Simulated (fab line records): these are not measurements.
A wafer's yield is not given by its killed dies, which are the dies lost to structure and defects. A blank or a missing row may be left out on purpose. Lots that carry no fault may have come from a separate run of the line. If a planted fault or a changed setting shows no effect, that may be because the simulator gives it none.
Code-filled problem report in 8D (eight disciplines) form / flow gf180mcu / the parts of the form that need people (team, actions taken, sign-off) are left out

## 1. WHAT IS WRONG
At GF_POLY_GATE_CD_MEAS_10, cdNm averages 287.4 nm over 2 wafers from 2 lots, while fault-free wafers read 279.3 nm, standard deviation 1. Relative to the usual mean, that is a shift of +8.1 standard deviations.
The step: target cd 280 nm.
Seen first at day 11 14:23 on cdSem-01, wafer L145.2. The record holds 40 wafers of 14 lots with a number at this step. The rule behind "out" and "out of limits": a value lying over 4 standard deviations away from the usual mean. The other wafers with a number count as sound.

## 2. WHAT IT IS; WHAT IT IS NOT
question=which readings at this step | is=cdNm | is not=-
question=which lots | is=L145, L146 | is not=L137, L138, L139, L141, L142, L153, L155, L156, L157, L158, L159, L160
question=which wafers of those lots | is=L145.2, L146.2 | is not=L145.6, L146.1
question=read on which gauges | is=cdSem-01, cdSem-02 | is not=-
question=when | is=from day 11 14:23 | is not=up to then (16 sound wafers); but 22 sound wafers of L146, L153, L155, L156, L157, L158, L159, L160 came after

## 3. THE SUSPECTS, EACH WITH WHAT RULES IT OUT
Counting: if a tool at a process step up to the reading ran every lot that is out, it stays a suspect. Sound lots after the first of them don't rule it out here, since some wafers of a struck lot are sound.
- ruled out: the gauge at GF_POLY_GATE_CD_MEAS_10. The wafers that are out were read on 2 gauges (cdSem-01, cdSem-02).
- lithoTrack-03 at GF_POLY_GATE_PEB_08 (peb time 90 s): kept. It processed each lot that is out (first: L145, day 11 14:03); up to then, its last sound lot is L142 (day 10 12:09). On those wafers its own readings are out: heaterPowerTotalW.
Remaining after the count: lithoTrack-03 at GF_POLY_GATE_PEB_08.

## 4. THE CAUSE (what the simulator had put in)
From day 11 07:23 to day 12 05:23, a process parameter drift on lithoTrack-03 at GF_POLY_GATE_PEB_08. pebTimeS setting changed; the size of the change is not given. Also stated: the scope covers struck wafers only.
After counting, this tool was the only one left.

## 5. THE EFFECT CHAIN, in route order
Each row: a reading where the mean over the struck wafers with a number is more than 3 standard deviations away from the usual. Only readings whose record carries a usual standard deviation are examined. hours: median over the lots of the time between each lot's start at the first step of this table that gives one and its start at this step. sigmas: the change, counted in usual standard deviations.
hours=0; step=GF_POLY_GATE_PEB_08; reading=heaterPowerTotalW; usual=85.70 W; on struck wafers=94.77; change=+9.06; sigmas=+99 or more
hours=0; step=GF_POLY_GATE_CD_MEAS_10; reading=cdNm; usual=279.3 nm; on struck wafers=287.4; change=+8.1; sigmas=+8.1
It contains these process steps:
- GF_POLY_GATE_PEB_08: peb time 90 s.
Readings that are blank on the struck wafers while sound wafers have them: plateTempC at GF_POLY_GATE_PEB_08.
Later measuring or inspecting steps at which every struck wafer that the step has a row for has a number for every such reading, and none has moved that far: GF_HV_LDD_OVL_MEAS_08, GF_HV_LDD_CD_MEAS_19.

## 6. WHAT WOULD HAVE CAUGHT IT SOONER
In this record the first reading out of limits at a measuring or inspecting step was taken at day 11 14:23, 7 hours after the fault began at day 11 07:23.
The tool's own readings at GF_POLY_GATE_PEB_08 were out on every struck wafer that the step has a row for (heaterPowerTotalW): an alarm limit on them would have fired on the first of those.
L146, from the lots that are out (2), started GF_POLY_GATE_PEB_08 on lithoTrack-03 later than day 11 14:23. A hold on the tool at that time would have spared it.
